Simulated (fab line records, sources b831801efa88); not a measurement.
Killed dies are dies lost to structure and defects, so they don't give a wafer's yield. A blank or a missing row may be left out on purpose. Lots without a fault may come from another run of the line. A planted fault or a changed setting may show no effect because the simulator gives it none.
Which tool did it? | flow sky130 | 7 lots, 19 wafers sampled, at 1 step of a route of 708

WHAT THE GAUGES READ, wafer by wafer
SKY_LI_CONTACT_THK_MEAS_01.
lot  | measured     | on            | LI_CONTACT_HDPCVD_THK (nm)
L600 | day 28 01:58 | film_metro-04 | 927 930 927
L602 | day 28 22:10 | film_metro-02 | 927 923 916
L604 | day 29 12:34 | film_metro-02 | 915 914 925
L610 | day 31 15:28 | film_metro-04 | 930 924 921
L614 | day 33 02:29 | film_metro-03 | 935 946
L616 | day 33 18:53 | film_metro-04 | 953 931
L622 | day 35 20:01 | film_metro-03 | 941 926 924

WHICH TOOL RAN EACH LOT (tool, then ch and the chambers of the sampled wafers, then the start)
The record holds no process step before these readings.

THE ANSWER, worked out from the rows above alone
Rule: what is usual is taken from the lots themselves. Put in order of their means at a reading, lots are off if they are a third of the lots or fewer, leave a main group of 4 or more, and stand apart from it by a gap of 3 or more times the standard deviation of the main group's means; of several such gaps the widest counts. A main group whose means are all the same, to the digits that the tables above print for the reading, isn't used. A lot without any number at a reading at which 4 lots or more have one is off too. The other lots that the step has rows for count as sound.
No lot is off at any reading shown: from this, nothing can be told.

WHAT THE SIMULATOR HAD PUT IN
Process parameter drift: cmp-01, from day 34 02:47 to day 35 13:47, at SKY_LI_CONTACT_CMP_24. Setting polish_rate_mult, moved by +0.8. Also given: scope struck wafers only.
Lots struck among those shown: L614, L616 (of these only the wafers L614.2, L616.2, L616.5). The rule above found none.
